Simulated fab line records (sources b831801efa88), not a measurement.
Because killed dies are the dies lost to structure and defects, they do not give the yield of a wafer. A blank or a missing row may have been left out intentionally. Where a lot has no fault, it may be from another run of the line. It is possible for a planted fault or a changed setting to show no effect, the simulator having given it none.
Which of the tools did it? ; flow sky130 ; 13 lots with 39 wafers sampled at 6 steps, on a route of 708 steps

## WHAT THE GAUGES SHOWED, per wafer
SKY_NWELL_RS_MEAS_29: a four-point-probe measurement. Usual: NWELL_RS typically reads 625.1 ohm/sq, with standard deviation 1.5.
lot;measured;on;NWELL_RS (ohm/sq);flag
L476;day 5 06:10;film_metro-02;624.1 625.0 625.0;
L477;day 5 12:01;film_metro-01;626.7 625.5 626.7;
L478;day 5 17:31;film_metro-01;626.7 625.2 624.9;
L479;day 6 00:50;film_metro-04;626.6 625.5 625.0;
L480;day 6 10:13;film_metro-02;624.5 625.6 628.4;
L488;day 8 14:29;film_metro-04;624.4 626.7 625.4;
L492;day 9 08:22;film_metro-04;624.8 622.9 623.2;
L494;day 10 02:16;film_metro-02;622.9 623.2 623.3;
L495;day 10 05:28;film_metro-04;622.3 623.7 622.9;
L496;day 10 09:55;film_metro-01;626.3 627.3 626.3;
L497;day 10 17:52;film_metro-04;621.9 622.7 622.5;
L498;day 10 21:43;film_metro-04;625.1 625.0 625.5;
L499;day 11 03:58;film_metro-04;624.9 622.8 625.0;

SKY_NWELL_RS_MEAS_31: a four-point-probe measurement. Usual: PWDE_RS typically reads 5272 ohm/sq, with standard deviation 18.
lot;measured;on;PWDE_RS (ohm/sq);flag
L476;day 5 06:24;film_metro-02;5255 5245 5252;
L477;day 5 12:16;film_metro-01;5289 5292 5287;
L478;day 5 17:45;film_metro-01;5240 5260 5247;
L479;day 6 01:04;film_metro-04;5286 5283 5273;
L480;day 6 10:27;film_metro-02;5253 5250 5249;
L488;day 8 14:44;film_metro-04;5283 5294 5297;
L492;day 9 08:37;film_metro-04;5277 5273 5263;
L494;day 10 02:31;film_metro-02;5291 5282 5293;
L495;day 10 05:42;film_metro-04;5265 5272 5268;
L496;day 10 10:10;film_metro-01;5297 5305 5285;
L497;day 10 18:06;film_metro-04;5260 5272 5261;
L498;day 10 21:58;film_metro-04;5264 5263 5271;
L499;day 11 04:13;film_metro-04;5246 5259 5260;

SKY_VT_ADJUST_HVTP_TW_MEAS_11. Usual: VT_ADJUST_HVTP_TW typically reads 1354, with standard deviation 12.
lot;measured;on;VT_ADJUST_HVTP_TW;flag
L476;day 6 00:27;film_metro-04;1358 1358 1358;
L477;day 6 06:20;film_metro-03;1358 1352 1345;
L478;day 6 12:39;film_metro-02;1328 1336 1342;
L479;day 6 19:56;film_metro-02;1328 1329 1328;
L480;day 7 05:30;film_metro-04;1361 1363 1361;
L488;day 9 11:59;film_metro-02;30 30 30;OFF
L492;day 10 06:45;film_metro-04;1368 1359 1365;
L494;day 11 01:05;film_metro-02;1338 1341 1346;
L495;day 11 04:51;film_metro-04;1349 1364 1360;
L496;day 11 09:29;film_metro-03;1354 1362 1367;
L497;day 11 17:53;film_metro-03;1356 1359 1355;
L498;day 11 22:00;film_metro-04;1361 1362 1358;
L499;day 12 03:20;film_metro-04;1352 1348 1358;

SKY_VT_ADJUST_LVTN_TW_MEAS_10. Usual: VT_ADJUST_LVTN_TW typically reads 241.3, with standard deviation 1.5.
lot;measured;on;VT_ADJUST_LVTN_TW;flag
L476;day 6 19:25;film_metro-01;236.7 239.2 237.6;
L477;day 7 01:32;film_metro-03;241.4 240.6 242.7;
L478;day 7 07:55;film_metro-04;242.9 241.7 241.9;
L479;day 7 15:11;film_metro-03;241.0 240.5 241.8;
L480;day 8 02:03;film_metro-01;240.8 239.6 239.5;
L488;day 10 10:23;film_metro-03;241.1 240.6 240.0;
L492;day 11 06:02;film_metro-04;244.0 242.0 241.1;
L494;day 12 00:05;film_metro-01;240.7 238.9 240.2;
L495;day 12 03:56;film_metro-03;241.2 241.6 241.4;
L496;day 12 08:26;film_metro-04;240.8 239.5 241.6;
L497;day 12 16:43;film_metro-04;240.4 240.6 241.1;
L498;day 12 21:33;film_metro-03;242.8 242.2 242.5;
L499;day 13 03:42;film_metro-03;241.5 242.7 242.3;

## WHAT TOOL EACH LOT RAN ON (gives the tool, then ch and the chambers of the sampled wafers, and finally the start)
lot;SKY_NWELL_STRIP_25;SKY_VT_ADJUST_HVTP_STRIP_10
L476;plasma_asher-03 ch 0,1, day 5 05:51;plasma_asher-01 ch 0,1, day 6 00:21
L477;plasma_asher-03 ch 0,1, day 5 11:43;plasma_asher-03 ch 0,1, day 6 06:14
L478;plasma_asher-03 ch 0,1, day 5 17:11;plasma_asher-02 ch 0,1, day 6 12:34
L479;plasma_asher-04 ch 0,1, day 6 00:30;plasma_asher-03 ch 0,1, day 6 19:50
L480;plasma_asher-03 ch 0,1, day 6 09:54;plasma_asher-01 ch 0,1, day 7 05:24
L488;plasma_asher-03 ch 0,1, day 8 14:10;plasma_asher-02 ch 0,1, day 9 11:53
L492;plasma_asher-04 ch 0,1, day 9 08:04;plasma_asher-03 ch 0,1, day 10 06:39
L494;plasma_asher-04 ch 0,1, day 10 01:58;plasma_asher-01 ch 0,1, day 11 00:59
L495;plasma_asher-02 ch 0,1, day 10 05:08;plasma_asher-01 ch 0,1, day 11 04:46
L496;plasma_asher-04 ch 0,1, day 10 09:36;plasma_asher-03 ch 0,1, day 11 09:23
L497;plasma_asher-03 ch 0,1, day 10 17:33;plasma_asher-02 ch 0,1, day 11 17:47
L498;plasma_asher-04 ch 0,1, day 10 21:25;plasma_asher-03 ch 0,1, day 11 21:54
L499;plasma_asher-04 ch 0, day 11 03:40;plasma_asher-02 ch 0, day 12 03:14
- SKY_NWELL_STRIP_25: strips in O2/N2.
- SKY_VT_ADJUST_HVTP_STRIP_10: strips in O2/N2.

## WHAT THE TOOLS THEMSELVES READ (means of the sampled wafers that have a number; where no wafer has one, the mark that the record gives instead)
SKY_NWELL_STRIP_25. Usual: drypump_motor_current_A 5.90 A, standard deviation 0.26; o2_flow_sccm 2999 sccm, standard deviation 8.3; oes_product_au 0.722 a.u., standard deviation 0.0044; strip_time_to_endpoint_s 36.86 s, standard deviation 0.12.
lot;tool;drypump_motor_current_A (A);o2_flow_sccm (sccm);oes_product_au (a.u.);strip_time_to_endpoint_s (s);flag
L476;plasma_asher-03;5.74;2993;0.721;36.92;
L477;plasma_asher-03;5.94;3003;0.721;37.06;
L478;plasma_asher-03;5.74;2998;0.722;37.05;
L479;plasma_asher-04;5.94;3003;0.724;36.83;
L480;plasma_asher-03;5.73;3000;0.722;36.70;
L488;plasma_asher-03;5.66;2993;0.858;-;OFF
L492;plasma_asher-04;5.95;2998;0.721;36.85;
L494;plasma_asher-04;5.95;3000;0.722;36.96;
L495;plasma_asher-02;6.09;3004;0.722;36.80;
L496;plasma_asher-04;5.94;2995;0.719;36.82;
L497;plasma_asher-03;5.71;3006;0.720;36.91;
L498;plasma_asher-04;5.94;2998;0.723;36.84;
L499;plasma_asher-04;6.09;3009;0.726;36.90;

SKY_VT_ADJUST_HVTP_STRIP_10. Usual: drypump_motor_current_A 6.01 A, standard deviation 0.27; o2_flow_sccm 2998 sccm, standard deviation 8.2; oes_product_au 0.715 a.u., standard deviation 0.0044; strip_time_to_endpoint_s 14.16 s, standard deviation 0.045.
lot;tool;drypump_motor_current_A (A);o2_flow_sccm (sccm);oes_product_au (a.u.);strip_time_to_endpoint_s (s);flag
L476;plasma_asher-01;6.15;3002;0.716;14.12;
L477;plasma_asher-03;5.92;2999;0.713;14.12;
L478;plasma_asher-02;6.16;3002;0.714;14.16;
L479;plasma_asher-03;5.96;2995;0.714;14.19;
L480;plasma_asher-01;6.16;2998;0.711;14.14;
L488;plasma_asher-02;6.08;2996;0.727;50.49;OFF
L492;plasma_asher-03;5.94;2992;0.715;14.20;
L494;plasma_asher-01;6.20;2993;0.719;14.22;
L495;plasma_asher-01;6.19;3011;0.714;14.23;
L496;plasma_asher-03;5.94;3000;0.711;14.23;
L497;plasma_asher-02;6.08;2997;0.716;14.16;
L498;plasma_asher-03;5.93;2994;0.711;14.16;
L499;plasma_asher-02;6.01;3007;0.714;14.10;

## THE ANSWER, worked out from the rows above alone
Rule: lot off if the mean of its wafers having a number is beyond 3 standard deviations from the usual mean. Also off: a lot with no number at a reading for which 4 or more lots have one. All remaining lots with rows at the step are treated as sound. Order of review: gauges by route order, followed by the tools' own readings, for which a lot's mean as printed above is used. At the first step where some lot is off, the reading lying furthest off is the one used; lots without a number count as furthest.
Off: L488, at SKY_VT_ADJUST_HVTP_TW_MEAS_11 (VT_ADJUST_HVTP_TW).
A tool fits if, at a process step before that reading, it ran every lot that is off, and no sound lot after the first of them. Not tried: the gauges at SKY_VT_ADJUST_HVTP_TW_MEAS_11; whatever is off there is also off at SKY_NWELL_STRIP_25, on other tools, and gauge error can't account for it. No candidate that was tried fits.

## WHAT THE SIMULATOR HAD INSERTED
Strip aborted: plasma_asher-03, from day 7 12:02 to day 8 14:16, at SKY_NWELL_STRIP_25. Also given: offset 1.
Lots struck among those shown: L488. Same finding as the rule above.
